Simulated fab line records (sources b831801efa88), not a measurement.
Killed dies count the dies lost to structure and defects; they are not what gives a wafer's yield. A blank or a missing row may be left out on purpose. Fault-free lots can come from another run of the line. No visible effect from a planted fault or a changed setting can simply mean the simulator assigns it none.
fab line records	flow sky130
record lots=12	wafers=36	last-day=50
route steps=708 shown POLY_GATE@230 LI_CONTACT@377 CONTACT@410
lots with no fault: from the same line, run without faults
start-h: hours from the record's first day to the start of the lot's first wafer shown	wait-h: hours since the lot's step before	" unchanged from the row above	L1.1+2: several wafers, shown together as one row	- no value present, or no start provided	* or withheld: withheld	< > ~ a bound
route shown NAME@n: names a module that has steps shown in the file, with the first one's number in the route	usual: the fault-free wafers' mean and standard deviation	same: alike in all rows	chamber/n: place in a boat	sites: per-site readings	_std_site: the standard deviation of these	_edge_site: the outer-site mean with the inner-site mean subtracted	radius-mm: for every site, how far away it sits from the centre of the wafer	mask NAME#n: copy n	behind: the most recent tool/chamber to have shaped the wafer	hold: reason for holding the lot/hours on hold/outcome of the hold	device: the n, p or np transistor that did not switch	end of line: the same wafers' tests at the end of the route	a step with no rows: only its recipe	killed: dies that structure and defects cost at the first sort, which is not the same as the wafer's yield	map: a wafer's dies, x killed, . not, _ none there
set.NAME: the run value of the setting; set.NAME@STEP: its run value at that earlier step	model.NAME: the simulator's own value behind a step, which no gauge read
the route's steps for a sample of lots (tables are steps, rows are wafers)
services: when a tool's chamber went out of use (start-h, in hours from the record's first day, below 0 if earlier), for how many hours, and the reason
## steps
# step SKY_POLY_GATE_ETCH_16
# recipe stop-on=poly-Si	chemistry=CH3F/O2	target=Si3N4	source-w=400	bias-w=80	pressure-mtorr=25	ch3f-flow-sccm=40	O2_flow_sccm=30	time-s=147.5	target-depth-a=750
# usual bias-w=80.00/0.24	drypump-motor-current-A=5.6/0.56	oes-product-au=0.639/0.0048	throttle-valve-pct=10.535/0.0086
lot.wafer	tool	chamber	start-h	wait-h	bias-w	drypump-motor-current-A	oes-product-au	rf-hours-counter-h	throttle-valve-pct
L605.4	rie-diel-02	1	373.24	0.0	79.87	5.3	0.634	-	10.550
L605.5	"	3	"	"	79.65	5.0	0.632	-	10.548
L605.6	"	2	"	"	79.65	5.6	0.635	-	10.541
L607.2	rie-diel-01	1	383.35	0.0	80.09	5.0	0.645	78	10.539
L607.3	"	3	"	"	80.33	5.2	0.645	59	10.541
L607.6	"	3	"	"	80.32	5.2	0.633	-	10.533
L606.1	rie-diel-04	3	384.27	0.0	80.25	5.6	0.635	9	10.516
L606.2	"	0	"	"	79.67	4.9	0.636	10	10.526
L606.3	"	1	"	"	80.11	5.7	0.641	2	10.530
L608.2	rie-diel-04	3	407.52	0.0	80.02	5.6	0.636	10	10.518
L608.3	"	0	"	"	80.23	4.9	0.643	10	10.539
L608.5	"	3	"	"	80.14	5.6	0.638	-	10.540
L609.4	rie-diel-02	0	414.74	0.0	79.80	5.7	0.635	1	10.548
L609.5	"	0	"	"	79.91	5.7	0.640	-	10.543
L609.6	"	1	"	"	79.60	5.3	0.634	-	10.524
L610.1	rie-diel-01	3	422.20	0.0	79.95	5.2	0.634	60	10.528
L610.2	"	0	"	"	80.13	6.5	0.639	7	10.532
L610.5	"	0	"	"	79.52	6.5	0.639	-	10.544
L612.2	rie-diel-01	1	438.82	0.0	79.77	5.0	0.642	79	10.543
L612.5	"	3	"	"	80.13	5.2	0.634	-	10.516
L612.6	"	2	"	"	79.72	6.4	0.632	-	10.516
L618.2	rie-diel-01	2	492.62	0.0	76.97	6.4	0.637	10	10.537
L618.3	"	0	"	"	77.49	6.4	0.635	9	10.557
L618.4	"	1	"	"	77.39	5.0	0.640	80	10.535
L621.1	rie-diel-01	3	503.35	0.0	77.72	5.2	0.639	62	10.530
L621.2	"	1	"	"	77.34	5.0	0.642	80	10.551
L621.6	"	2	"	"	77.35	6.4	0.632	-	10.535
L625.3	rie-diel-04	1	540.69	0.0	80.15	5.8	0.642	4	10.526
L625.4	"	0	"	"	79.94	4.9	0.638	-	10.528
L625.5	"	3	"	"	79.97	5.6	0.638	-	10.542
L627.1	rie-diel-02	2	575.57	0.0	80.23	5.6	0.645	5	10.527
L627.3	"	0	"	"	80.04	5.7	0.640	4	10.536
L627.5	"	2	"	"	80.19	5.6	0.629	-	10.529
L628.1	rie-diel-04	1	577.14	0.0	79.75	5.7	0.641	5	10.546
L628.5	"	0	"	"	79.77	4.9	0.645	-	10.543
L628.6	"	3	"	"	80.35	5.6	0.642	-	10.540
# step SKY_LI_CONTACT_ETCH_15
# recipe target=PSG	chemistry=C4F8/O2/Ar	stop-on=Si	taper-deg=4.15	mask-material=KrF-thick	source-w=1500	bias-w=1200	pressure-mtorr=40	c4f8-flow-sccm=withheld	O2_flow_sccm=6	Ar_flow_sccm=300	time-s=withheld	target-depth-a=6000
# usual bias-w=1200/4	oes-product-au=0.836/0.0043
lot.wafer	tool	chamber	start-h	wait-h	bias-w	oes-product-au
L605.4	rie-diel-03	3	677.41	0.0	1203	0.832
L605.5	"	0	"	"	1200	0.830
L605.6	"	1	"	"	1190	0.832
L607.2	rie-diel-03	0	687.65	0.0	1195	0.838
L607.3	"	3	"	"	1193	0.832
L607.6	"	1	"	"	1203	0.832
L606.1	rie-diel-04	3	689.70	0.0	1194	0.837
L606.2	"	0	"	"	1197	0.843
L606.3	"	1	"	"	1207	0.840
L609.4	rie-diel-02	0	714.26	0.0	1207	0.833
L609.5	"	0	"	"	1204	0.834
L609.6	"	3	"	"	1199	0.847
L608.2	rie-diel-02	3	720.51	0.0	1200	0.829
L608.3	"	0	"	"	1201	0.841
L608.5	"	2	"	"	1200	0.832
L610.1	rie-diel-03	1	726.35	0.0	1194	0.833
L610.2	"	0	"	"	1202	0.836
L610.5	"	1	"	"	1200	0.836
L612.2	rie-diel-02	3	740.74	0.0	1203	0.830
L612.5	"	2	"	"	1200	0.835
L612.6	"	1	"	"	1196	0.843
L618.2	rie-diel-04	0	790.65	0.0	1205	0.840
L618.3	"	1	"	"	1206	0.838
L618.4	"	3	"	"	1202	0.829
L621.1	rie-diel-04	2	797.10	0.0	1201	0.836
L621.2	"	1	"	"	1202	0.835
L621.6	"	1	"	"	1201	0.837
L625.3	rie-diel-03	0	831.21	0.0	1193	0.832
L625.4	"	2	"	"	1201	0.834
L625.5	"	0	"	"	1204	0.828
L627.1	rie-diel-03	1	861.50	0.0	1201	0.834
L627.3	"	0	"	"	1202	0.845
L627.5	"	0	"	"	1197	0.838
L628.1	rie-diel-03	3	865.76	0.0	1200	0.836
L628.5	"	2	"	"	1199	0.835
L628.6	"	3	"	"	1198	0.837
# step SKY_CONTACT_CMP_04
# recipe material=SiO2	down-force-psi=4	platen-rpm=60	pad-velocity-m-s=0.94248
# usual motor-current-A=12.1/0.93	slurry-filter-dp-kPa=13.52/0.13	time-to-endpoint-s=81/4.3
lot.wafer	tool	chamber	start-h	wait-h	motor-current-A	slurry-filter-dp-kPa	time-to-endpoint-s
L605.4	cmp-02	3	708.54	0.0	11.1	13.40	74
L605.5	"	3	"	"	10.7	13.28	74
L605.6	"	0	"	"	11.6	13.59	71
L607.2	cmp-01	2	717.49	0.0	12.8	13.51	81
L607.3	"	1	"	"	12.1	13.39	83
L607.6	"	3	"	"	12.3	13.67	79
L606.3	cmp-01	0	720.82	0.0	12.0	13.25	87
L606.2	"	2	"	"	11.9	13.44	85
L606.1	"	3	"	"	11.9	13.40	80
L609.4	cmp-02	2	744.12	0.2	9.6	13.40	79
L609.6	"	3	"	"	10.6	13.40	81
L609.5	"	0	"	"	12.1	13.61	81
L608.2	cmp-02	3	749.62	0.1	9.9	13.53	87
L608.3	"	0	"	"	12.7	13.61	81
L608.5	"	2	"	"	9.5	13.62	85
L610.2	cmp-01	2	756.26	0.0	12.6	13.52	79
L610.1	"	1	"	"	12.7	13.39	80
L610.5	"	2	"	"	12.1	13.50	78
L612.2	cmp-01	2	771.77	0.1	12.7	13.49	87
L612.6	"	0	"	"	11.8	13.56	80
L612.5	"	1	"	"	13.1	13.83	85
L618.2	cmp-01	2	820.00	0.0	12.8	13.58	82
L618.3	"	3	"	"	13.0	13.46	76
L618.4	"	0	"	"	11.4	13.66	85
L621.2	cmp-01	1	826.54	0.0	12.1	13.59	90
L621.1	"	0	"	"	12.0	13.84	87
L621.6	"	2	"	"	12.6	13.63	83
L625.4	cmp-02	0	858.88	0.0	12.4	13.63	80
L625.3	"	2	"	"	9.5	13.75	79
L625.5	"	1	"	"	12.2	13.51	81
L627.3	cmp-01	1	888.76	0.0	13.0	13.58	82
L627.1	"	0	"	"	12.3	13.66	87
L627.5	"	1	"	"	12.8	13.41	84
L628.1	cmp-02	3	893.56	0.2	11.5	13.71	76
L628.5	"	0	"	"	12.5	13.39	75
L628.6	"	1	"	"	12.1	13.48	74
# step SKY_CONTACT_ETCH_18
# recipe target=Si3N4	chemistry=CHF3/O2	stop-on=TiN	source-w=600	bias-w=200	pressure-mtorr=40	chf3-flow-sccm=50	O2_flow_sccm=5	time-s=39	target-depth-a=750
# usual bias-w=199.9/0.59	drypump-motor-current-A=5.5/0.56	oes-product-au=0.854/0.007	throttle-valve-pct=8.793/0.009
lot.wafer	tool	chamber	start-h	wait-h	bias-w	drypump-motor-current-A	oes-product-au	rf-hours-counter-h	throttle-valve-pct
L605.4	rie-diel-04	2	-	-	199.9	4.9	0.851	3	8.778
L605.5	"	3	"	"	200.1	5.6	0.857	-	8.791
L605.6	"	0	"	"	199.2	4.9	0.860	-	8.792
L607.2	rie-diel-04	0	-	-	199.4	4.9	0.852	17	8.786
L607.3	"	1	"	"	199.5	5.7	0.845	8	8.785
L607.6	"	2	"	"	200.5	4.9	0.852	-	8.795
L606.1	rie-diel-02	1	-	-	200.6	5.3	0.857	8	8.791
L606.2	"	2	"	"	200.4	5.5	0.845	8	8.789
L606.3	"	3	"	"	199.4	5.0	0.848	5	8.785
L609.4	rie-diel-02	1	-	-	199.8	5.3	0.859	9	8.800
L609.5	"	3	"	"	200.5	5.0	0.857	-	8.790
L609.6	"	2	"	"	199.6	5.6	0.858	-	8.804
L608.2	rie-diel-04	2	-	-	200.6	4.9	0.851	5	8.792
L608.3	"	0	"	"	200.7	4.9	0.851	18	8.807
L608.5	"	3	"	"	198.9	5.6	0.854	-	8.803
L610.1	rie-diel-01	1	-	-	199.5	5.0	0.848	6	8.792
L610.2	"	3	"	"	200.1	5.2	0.854	3	8.799
L610.5	"	1	"	"	199.3	5.0	0.850	-	8.779
L612.2	rie-diel-01	0	-	-	199.9	6.5	0.851	17	8.803
L612.5	"	0	"	"	199.3	6.4	0.854	-	8.800
L612.6	"	3	"	"	199.2	5.2	0.863	-	8.796
L618.2	rie-diel-02	3	-	-	200.3	5.0	0.849	8	8.795
L618.3	"	0	"	"	201.2	5.7	0.849	11	8.781
L618.4	"	2	"	"	200.6	5.6	0.852	11	8.785
L621.1	rie-diel-01	0	-	-	200.3	6.4	0.857	19	8.789
L621.2	"	3	"	"	200.4	5.2	0.851	6	8.795
L621.6	"	3	"	"	199.5	5.2	0.862	-	8.805
L625.3	rie-diel-04	1	-	-	199.8	5.7	0.849	13	8.789
L625.4	"	2	"	"	200.3	4.9	0.859	-	8.785
L625.5	"	0	"	"	200.5	4.9	0.850	-	8.802
L627.1	rie-diel-01	0	-	-	198.7	6.4	0.855	21	8.781
L627.3	"	0	"	"	199.8	6.4	0.863	-	8.805
L627.5	"	3	"	"	200.3	5.2	0.859	-	8.810
L628.1	rie-diel-02	1	-	-	199.8	5.3	0.844	14	8.795
L628.5	"	1	"	"	200.3	5.3	0.861	-	8.792
L628.6	"	0	"	"	200.5	5.7	0.851	-	8.780
## services
tool	chamber	start-h	hours	kind
rie-diel-01	3	366.81	2.0	repair
rie-diel-04	-	372.53	2.8	pm
rie-diel-02	1	384.63	5.1	repair
rie-diel-04	0	386.01	11.7	repair
rie-diel-01	-	430.84	1.1	repair
rie-diel-04	-	430.99	0.2	repair
rie-diel-04	2	435.99	21.6	repair
rie-diel-02	1	456.59	7.7	repair
rie-diel-02	2	457.27	1.7	repair
rie-diel-01	-	475.73	2.6	repair
rie-diel-01	3	519.91	4.6	repair
rie-diel-02	3	539.51	1.3	repair
rie-diel-01	0	598.97	1.4	repair
rie-diel-02	2	668.60	29.0	repair
rie-diel-04	1	717.12	14.5	repair
rie-diel-04	3	722.26	1.4	repair
rie-diel-02	-	784.56	0.1	repair
rie-diel-04	-	796.02	0.2	repair
rie-diel-04	3	811.53	132.0	repair
rie-diel-01	-	813.41	2.8	pm
rie-diel-02	-	851.03	0.2	repair
rie-diel-01	1	876.91	86.9	repair
rie-diel-02	0	876.93	2.8	repair
rie-diel-01	2	913.82	1.8	repair
## key
first-sign step=SKY_POLY_GATE_ETCH_16	reading=bias-w	direction=down	sigmas=11	usual=80.00	struck=77.38
effect none on later readings
met-at SKY_POLY_GATE_ETCH_16
struck-lots L618,L621
tester-left-out L618,L621
not-acting-at SKY_LI_CONTACT_ETCH_15,SKY_CONTACT_CMP_04,SKY_CONTACT_ETCH_18
onset-between 438.82 492.62
fault kind=process-parameter-drift	tool=rie-diel-01	chamber=-	onset-h=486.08	steps=SKY_POLY_GATE_ETCH_16	channel=bias-w	offset=-2.566	shape=step	end-h=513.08	acts-in=these-recipes-only	stated=80
# tester-left-out: of these lots the tester's yield and bins aren't shown, on N5 and GAA mostly nor the transistor test; their killed dies are dies lost to structure and defects alone, not to doping, threshold or leakage, so they don't give the yield
